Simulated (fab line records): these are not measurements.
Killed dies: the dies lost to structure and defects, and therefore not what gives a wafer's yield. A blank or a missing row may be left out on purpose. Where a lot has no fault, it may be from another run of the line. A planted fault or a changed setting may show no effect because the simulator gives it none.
Which tool was responsible? | flow sky130 | 13 lots, 39 wafers sampled, at 4 steps of a route of 708

WHAT EACH GAUGE READ, for each wafer
SKY_VT_ADJUST_NCORE_OVL_MEAS_08.
lot  | measured     | on         | VT_ADJUST_NCORE_OVL (nm)
L455 | day 8 19:25  | overlay-01 | 2.7 3.2 1.7
L456 | day 8 23:16  | overlay-02 | 2.3 3.0 -1.1
L458 | day 9 11:05  | overlay-01 | 1.7 3.1 1.7
L461 | day 10 11:35 | overlay-02 | 1.1 2.7 2.4
L462 | day 10 13:40 | overlay-02 | 1.2 1.4 0.3
L466 | day 11 16:35 | overlay-01 | 0.1 1.8 2.5
L467 | day 12 03:14 | overlay-02 | 2.6 1.1 -0.7
L468 | day 12 08:18 | overlay-01 | 1.4 0.1 0.9
L469 | day 12 18:22 | overlay-01 | -0.8 0.1 -0.6
L475 | day 14 12:11 | overlay-02 | 1.5 3.7 0.8
L476 | day 14 23:53 | overlay-01 | 2.9 1.6 2.6
L477 | day 15 12:12 | overlay-02 | 0.7 0.0 -2.7
L478 | day 15 22:18 | overlay-02 | 1.2 1.3 1.1

SKY_SD_N_OVL_MEAS_08.
lot  | measured     | on         | SD_N_OVL (nm)
L455 | day 28 17:11 | overlay-01 | 1.2 1.4 3.0
L456 | day 28 15:01 | overlay-02 | -0.9 -1.8 -1.9
L458 | day 29 07:17 | overlay-01 | 2.0 -0.7 -0.9
L461 | day 30 07:17 | overlay-01 | 0.0 -0.1 1.2
L462 | day 30 10:28 | overlay-01 | -0.8 -0.6 -0.2
L466 | day 31 19:35 | overlay-02 | 1.0 1.4 0.8
L475 | day 34 10:23 | overlay-02 | 0.0 0.5 2.6
L476 | day 35 02:33 | overlay-02 | 0.9 0.9 1.0
L477 | day 35 09:23 | overlay-02 | -1.0 -0.5 -0.2
L478 | day 35 21:21 | overlay-01 | -1.1 0.6 -0.4

SKY_SD_N_RS_MEAS_17: uses a four-point probe to measure.
lot  | measured     | on            | SD_P_RS (ohm/sq)
L455 | day 28 18:05 | film_metro-02 | 146.5 147.3 146.9
L456 | day 28 15:54 | film_metro-03 | 147.0 147.0 147.0
L458 | day 29 08:08 | film_metro-02 | 147.0 146.9 146.7
L461 | day 30 08:08 | film_metro-01 | 147.2 147.0 147.2
L462 | day 30 11:20 | film_metro-02 | 147.0 147.2 147.4
L466 | day 31 20:26 | film_metro-01 | 147.6 147.3 147.6
L475 | day 34 11:14 | film_metro-01 | 147.2 147.0 146.9
L476 | day 35 03:24 | film_metro-03 | 146.9 146.9 147.0
L477 | day 35 10:14 | film_metro-01 | 147.0 147.1 147.5
L478 | day 35 22:13 | film_metro-02 | 146.7 146.9 147.0

WHAT TOOL EACH LOT RAN ON (gives the tool, then ch and the chambers of the sampled wafers, and finally the start)
lot  | SKY_SONOS_ONO_ETCH_15
L455 | rie_diel-01 ch 1,2,3, day 12 21:59
L456 | rie_diel-03 ch 0,1,2, day 13 02:02
L458 | rie_diel-03 ch 1,3, day 13 17:26
L461 | rie_diel-03 ch 0,2, day 14 20:32
L462 | rie_diel-02 ch 2,3, day 14 22:44
L466 | rie_diel-03 ch 1,2,3, day 16 05:14
L467 | rie_diel-03 ch 0,2,3, day 16 16:56
L468 | rie_diel-03 ch 0,2,3, day 16 22:08
L469 | rie_diel-02 ch 0,1,2, day 17 11:59
L475 | rie_diel-02 ch 0,1,3, day 19 11:14
L476 | rie_diel-01 ch 1,2, day 20 04:14
L477 | rie_diel-03 ch 0,2,3, day 20 16:04
L478 | rie_diel-03 ch 0,1,2, day 21 02:38
- SKY_SONOS_ONO_ETCH_15: etches the open film in CHF3/O2, target depth 19.52 nm, time 7.8 s.

WHAT THE TOOLS THEMSELVES READ (means of the sampled wafers that have a number; where no wafer has one, the mark that the record gives instead)
SKY_SONOS_ONO_ETCH_15.
lot  | tool        | O2_flow_sccm (sccm) | bias_w (W) | drypump_motor_current_A (A) | oes_product_au (a.u.) | throttle_valve_pct (%)
L455 | rie_diel-01 | 5.002               | 200.1      | 5.1                         | 1.003                 | 8.827
L456 | rie_diel-03 | 4.992               | 199.9      | 5.6                         | 0.990                 | 8.827
L458 | rie_diel-03 | 5.007               | 200.3      | 5.9                         | 1.005                 | 8.817
L461 | rie_diel-03 | 5.004               | 200.7      | 5.9                         | 0.996                 | 8.820
L462 | rie_diel-02 | 4.993               | 200.1      | 5.9                         | 1.003                 | 8.827
L466 | rie_diel-03 | 5.008               | 200.1      | 5.8                         | 0.998                 | 8.823
L467 | rie_diel-03 | -                   | -          | -                           | -                     | -
L468 | rie_diel-03 | -                   | -          | -                           | -                     | -
L469 | rie_diel-02 | -                   | -          | -                           | -                     | -
L475 | rie_diel-02 | 4.999               | 199.6      | 6.3                         | 1.006                 | 8.830
L476 | rie_diel-01 | 5.002               | 200.1      | 5.2                         | 1.000                 | 8.824
L477 | rie_diel-03 | 4.990               | 200.1      | 6.1                         | 0.995                 | 8.824
L478 | rie_diel-03 | 4.998               | 199.3      | 5.6                         | 0.987                 | 8.827

THE ANSWER, worked out from the rows above alone
Rule: what is usual is taken from the lots themselves. The widest of any qualifying gaps counts: lots, ordered by their means at a reading, are off when they make up no more than a third of the lots, leave a main group of 4 or more, and stand apart from it by 3 or more times the standard deviation of that group's means. If all means in a main group match to the digits the tables above print for the reading, that group is not used. A lot without any number at a reading at which 4 lots or more have one is off too. All remaining lots with rows at the step are treated as sound. After the gauges, taken in route order, come the tools' own readings; for these a lot's mean is taken, as printed above. The first step at which some lot is off is used, and at that step the reading that is off furthest; a lot without a number counts as furthest.
Off: L467, L468, L469, at SKY_SONOS_ONO_ETCH_15 (O2_flow_sccm). Without a number there: L467, L468, L469. Mean 5.000 sccm and standard deviation 0.0059 in the main group.
If a tool, at that step or one of the process steps before it, ran each lot that is off and ran no sound lot following the first of them, it fits. Not one of the candidates tried fits.

WHAT THE SIMULATOR HAD INSERTED
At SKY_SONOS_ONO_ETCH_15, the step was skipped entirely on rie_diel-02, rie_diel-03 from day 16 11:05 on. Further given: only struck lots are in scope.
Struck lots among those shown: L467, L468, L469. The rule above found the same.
